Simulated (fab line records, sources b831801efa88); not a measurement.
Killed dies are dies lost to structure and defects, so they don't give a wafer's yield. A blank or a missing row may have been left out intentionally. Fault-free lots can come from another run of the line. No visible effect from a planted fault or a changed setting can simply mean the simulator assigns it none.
Matching of chambers + flow gf180mcu + GF_HV_LDD_ETCHBACK_58 on rieDiel-02: 4 sister chambers
The step etches Si3N4 in CH3F/O2, stops on SiO2, time 100 s, target depth 90 nm. 15 wafers are shown with their chamber, then 7 later ones without.

## WAFERS, EACH WITH ITS CHAMBER
| wafer  | chamber | drypumpMotorCurrentA (A) | rfFwdPowerW (W) | oesProductAu (a.u.) |
|--------|---------|--------------------------|-----------------|---------------------|
| L109.1 | 2       | 5.9                      | 395.1           | 0.844               |
| L109.4 | 0       | 5.0                      | 396.5           | 0.845               |
| L109.6 | 0       | 5.1                      | 397.4           | 0.860               |
| L111.1 | 1       | 5.6                      | 399.5           | 0.842               |
| L111.4 | 0       | 5.1                      | 395.8           | 0.841               |
| L111.6 | 1       | 5.6                      | 399.2           | 0.843               |
| L113.2 | 3       | 5.1                      | 395.4           | 0.847               |
| L113.3 | 1       | 5.7                      | 396.5           | 0.850               |
| L113.6 | 2       | 6.0                      | 397.8           | 0.842               |
| L115.2 | 0       | 5.1                      | 397.1           | 0.844               |
| L115.4 | 3       | 5.1                      | 395.9           | 0.834               |
| L115.6 | 3       | 5.1                      | 397.0           | 0.848               |
| L116.1 | 2       | 5.9                      | 399.1           | 0.846               |
| L116.4 | 1       | 5.6                      | 397.8           | 0.837               |
| L116.6 | 2       | 5.9                      | 397.9           | 0.839               |

SIGNATURES, as means of the wafers listed above
| reading              | chamber 0 | chamber 1 | chamber 2 | chamber 3 | scatter within a chamber |
|----------------------|-----------|-----------|-----------|-----------|--------------------------|
| drypumpMotorCurrentA | 5.075     | 5.625     | 5.925     | 5.100     | 0.0452                   |
| rfFwdPowerW          | 396.700   | 398.250   | 397.475   | 396.100   | 1.25                     |
| oesProductAu         | 0.84750   | 0.84300   | 0.84275   | 0.84300   | 0.00641                  |
Rule: a wafer's distance from a chamber is the root of the sum, over the readings, of the square of ((its reading less the chamber's mean) divided by the reading's scatter). If the next closest chamber is less than 2 further off than the closest, the wafer can't be placed; otherwise it belongs to the closest. The scatter is the square root of a quotient: the sum, over the shown wafers, of each reading's squared deviation from its chamber's mean, divided by wafers minus chambers.

## WAFERS WITH NO CHAMBER GIVEN
| wafer  | drypumpMotorCurrentA (A) | rfFwdPowerW (W) | oesProductAu (a.u.) |
|--------|--------------------------|-----------------|---------------------|
| L119.1 | 5.7                      | 397.5           | 0.843               |
| L119.3 | 5.9                      | 398.6           | 0.843               |
| L119.6 | 5.1                      | 395.6           | 0.843               |
| L129.2 | 5.9                      | 397.0           | 0.839               |
| L129.5 | 5.7                      | 398.3           | 0.843               |
| L131.2 | 5.9                      | 397.1           | 0.826               |
| L131.5 | 5.1                      | 397.7           | 0.842               |

## WHICH CHAMBER EACH WENT THROUGH
| wafer  | from the rows above     | in truth |
|--------|-------------------------|----------|
| L119.1 | 1                       | 1        |
| L119.3 | 2                       | 2        |
| L119.6 | can't be placed: 3 or 0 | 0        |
| L129.2 | 2                       | 2        |
| L129.5 | 1                       | 1        |
| L131.2 | 2                       | 2        |
| L131.5 | can't be placed: 3 or 0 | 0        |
Correctly placed: 5 of 7. From these rows, 2 cannot be placed; in 2 the true chamber is one of the candidates. 0 placed wrongly.
